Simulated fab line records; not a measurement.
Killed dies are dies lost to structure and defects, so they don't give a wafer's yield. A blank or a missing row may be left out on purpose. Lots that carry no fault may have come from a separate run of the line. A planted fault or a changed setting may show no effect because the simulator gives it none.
One fault through the eyes of 2 desks    flow gf180mcu    what lay behind the numbers comes last; until then each desk has only its own

== THE METROLOGY DESK ==
Lot by lot, what the gauges showed, no matter which tool ran the lot: averages of those sampled wafers that carry a number. A lot is out of limits, marked OUT, if its mean lies more than 4 standard deviations from the usual mean; the brackets give that distance.
Columns: A = V5_W_THK at GF_V5_THK_MEAS_25, usual 349 nm
lot   first seen here  A
L828  day 27 14:32     342
L830  day 28 14:53     345
L831  day 28 15:13     352
L832  day 28 20:00     345
L833  day 29 05:30     351
L834  day 29 09:41     352
L835  day 29 21:27     349
L836  day 29 23:50     348
L837  day 30 10:48     355
L842  day 31 22:46     355
L844  day 32 06:26     344
L846  day 32 16:03     353
L849  day 33 10:46     346
Finding of this desk: none of the 13 lots has anything out of limits.

== FOR THE TOOL OWNER'S DESK: rieDiel-04 ==
The tool's own readings at GF_V3_ETCH_17 (etches SiO2 in C4F8/O2/Ar, stops on TiN, target depth 635 nm): means of the sampled wafers that have a number, for each lot that ran on this tool. A lot is out of limits, marked OUT, if its mean lies more than 4 standard deviations from the usual mean; the brackets give that distance.
Columns: A = oesProductAu at GF_V3_ETCH_17, usual 0.856 a.u.
lot   first seen here  A
L832  day 24 05:00     0.857
L834  day 24 21:00     0.856
L836  day 25 12:00     0.856
L837  day 25 23:00     0.852
L842  day 27 18:00     0.857
Finding of this desk: none of the 5 lots has anything out of limits.

== PUT TOGETHER ==
The metrology desk saw nothing out of limits.
The tool owner's desk saw nothing out of limits.

== WHAT HAD BEEN PUT IN BY THE SIMULATOR ==
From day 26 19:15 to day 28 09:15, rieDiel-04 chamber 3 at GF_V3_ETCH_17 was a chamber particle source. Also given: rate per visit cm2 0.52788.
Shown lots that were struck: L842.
